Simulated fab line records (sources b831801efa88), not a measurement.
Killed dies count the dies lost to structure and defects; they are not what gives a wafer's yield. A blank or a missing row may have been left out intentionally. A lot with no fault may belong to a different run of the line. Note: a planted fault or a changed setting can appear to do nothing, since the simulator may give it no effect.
Problem report in the 8D (eight disciplines) form, filled by code / flow gf180mcu / the parts of the form that need people (team, actions taken, sign-off) are left out

## 1. PROBLEM STATEMENT
Mean VT_IMPLANT_3_TW at GF_VT_IMPLANT_TW_MEAS_32: 308.4 over 9 wafers in 3 lots; fault-free wafers: 270.8, standard deviation 2.8. Measured from the usual mean, that is +13 standard deviations.
First observed at day 10 19:44: wafer L414.1, on film-metro-04. The record has a number at this step for 39 wafers belonging to 13 lots. The rule behind "out" and "out of limits": a value lying over 4 standard deviations away from the usual mean. Any other wafer with a number is counted as sound.

## 2. WHAT THIS IS AND IS NOT
question=which readings at this step | is=VT_IMPLANT_3_TW | is not=-
question=which lots | is=L414, L415, L417 | is not=L399, L403, L404, L405, L408, L409, L412, L413, L416, L422
question=which wafers of those lots | is=all that have a number | is not=-
question=read on which gauges | is=film-metro-02, film-metro-03, film-metro-04 | is not=-
question=when | is=from day 10 19:44 | is not=up to then (24 sound wafers); but 6 sound wafers of L416, L422 came after

## 3. SUSPECTS, AND WHAT RULES EACH OUT
Counting: a tool at any process step up to the reading remains a suspect when it ran all the lots that are out and ran no sound lot after the first of those.
- the gauge at GF_VT_IMPLANT_TW_MEAS_32: ruled out. The wafers that are out were read on 3 gauges (film-metro-02, film-metro-03, film-metro-04).
- implanter-04 at GF_VT_IMPLANT_IMPLANT_30: kept. Every lot that is out went through it, starting with L414 (day 10 19:29), and after that it ran no sound lot; the last sound lot it ran before then is L412 (day 10 03:10). Out on those wafers are its own readings of dose-ions-cm2, faraday-current-uA.
The count leaves implanter-04 at GF_VT_IMPLANT_IMPLANT_30.

## 4. THE CAUSE (what the simulator had put in)
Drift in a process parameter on implanter-04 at GF_VT_IMPLANT_IMPLANT_30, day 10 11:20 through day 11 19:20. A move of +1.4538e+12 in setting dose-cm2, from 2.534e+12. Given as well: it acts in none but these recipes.
After counting, this tool was the only one left.

## 5. SEQUENCE OF EFFECTS, ordered by route
One row per reading whose mean, taken over the struck wafers that have a number, lies over 3 standard deviations from the usual. Only readings for which the record gives a usual standard deviation are gone through. hours: the time from each lot's start at the first step in this table that gives one to its start at this step, as a median over the lots. sigmas: the change in usual standard deviations.
hours=0; step=GF_VT_IMPLANT_IMPLANT_30; reading=dose-ions-cm2; usual=2.5337e+12; on struck wafers=3.9876e+12; change=+1.4539e+12; sigmas=+99 or more
hours=0; step=GF_VT_IMPLANT_IMPLANT_30; reading=faraday-current-uA; usual=14.30; on struck wafers=22.30; change=+8.00; sigmas=+29
hours=0; step=GF_VT_IMPLANT_TW_MEAS_32; reading=VT_IMPLANT_3_TW; usual=270.8; on struck wafers=308.4; change=+37.6; sigmas=+13
It contains these process steps:
- GF_VT_IMPLANT_IMPLANT_30
Later measuring or inspecting steps at which every struck wafer that the step has a row for has a number for every such reading, and none has moved that far: GF_DUAL_GATE_OVL_MEAS_11.

## 6. HOW IT WOULD HAVE BEEN CAUGHT EARLIER
In this record the first reading out of limits at a measuring or inspecting step was taken at day 10 19:44, 8 hours after the fault began at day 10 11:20.
The tool's own readings at GF_VT_IMPLANT_IMPLANT_30 were out on every struck wafer that the step has a row for (dose-ions-cm2, faraday-current-uA): an alarm limit on them would have fired on the first of those.
Among the 3 lots that are out, L415, L417 began GF_VT_IMPLANT_IMPLANT_30 on implanter-04 after day 10 19:44. A hold on the tool at that time would have spared those 2.
